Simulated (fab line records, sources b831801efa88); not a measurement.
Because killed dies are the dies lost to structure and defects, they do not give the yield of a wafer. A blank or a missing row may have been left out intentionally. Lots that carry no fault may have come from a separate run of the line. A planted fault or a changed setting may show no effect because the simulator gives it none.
Problem report in the 8D (eight disciplines) form, filled by code || flow gf180mcu || the parts of the form that need people (team, actions taken, sign-off) are left out

1. PROBLEM STATEMENT
rf fwd power W at GF_V1_ETCH_17 reads a mean of 1730 W on 3 wafers of 2 lots; wafers without a fault read 1492 W with a standard deviation of 5. That puts it +48 standard deviations away from the usual mean.
The step: etches SiO2 in C4F8/O2/Ar, stops on TiN, target depth 630 nm.
First observed at day 22 13:00: wafer L881.2, on rie diel-02. At this step, 18 wafers from 6 lots have a number in the record. The rule behind "out" and "out of limits": a value lying over 4 standard deviations away from the usual mean. Any other wafer with a number is counted as sound.

2. WHAT THIS IS AND IS NOT
{"question": "which readings at this step", "is": "rf fwd power W", "is not": "-"}
{"question": "which lots", "is": "L881, L884", "is not": "L870, L886, L887, L893"}
{"question": "which wafers of those lots", "is": "L881.2, L881.6, L884.4", "is not": "L881.5, L884.3, L884.6"}
{"question": "read on which tools", "is": "rie diel-02", "is not": "rie diel-01, rie diel-03"}
{"question": "when", "is": "from day 22 13:00", "is not": "up to then (4 sound wafers); but 11 sound wafers of L884, L886, L887, L893 came after"}

3. SUSPECTS, AND WHAT RULES EACH OUT
Counting: if a tool at a process step up to the reading ran every lot that is out, it stays a suspect. Sound lots after the first of them don't rule it out here, since some wafers of a struck lot are sound.
- rie diel-02 at GF_V1_ETCH_16 (etches BARC in N2/H2): kept. It ran every lot that is out, first L881 (day 22 12:58).
- rie diel-02 at GF_V1_ETCH_17 (etches SiO2 in C4F8/O2/Ar, stops on TiN, target depth 630 nm): kept. It ran every lot that is out, first L881 (day 22 13:00). On those wafers its own readings are out: rf fwd power W.
- Within rie diel-02 at GF_V1_ETCH_17: the wafers that are out ran in chamber 1; their sound lot-mates ran in chambers 0, 2.
What counting leaves: rie diel-02 at GF_V1_ETCH_16 and rie diel-02 at GF_V1_ETCH_17.

4. THE CAUSE (what the simulator had put in)
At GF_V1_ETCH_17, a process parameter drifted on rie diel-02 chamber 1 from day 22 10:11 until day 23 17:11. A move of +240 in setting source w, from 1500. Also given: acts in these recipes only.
2 suspects survive the count, and this tool is in that group.

5. THE EFFECT CHAIN, in route order
One row per reading whose mean, taken over the struck wafers that have a number, lies over 3 standard deviations from the usual. Scope: only readings with a usual standard deviation given in the record; hours: median across lots of the time from each lot's start at the first step in this table that gives one to its start at this step; sigmas: change in usual standard deviations.
{"hours": 0, "step": "GF_V1_ETCH_17", "reading": "rf fwd power W", "usual": "1492 W", "on struck wafers": 1730, "change": "+238", "sigmas": "+48"}
The process steps in it:
- GF_V1_ETCH_17: etches SiO2 in C4F8/O2/Ar, stops on TiN, target depth 630 nm.

6. WHAT WOULD HAVE CAUGHT IT SOONER
The fault began at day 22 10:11; the first out-of-limits reading in this record came at day 22 13:00, 3 hours later.
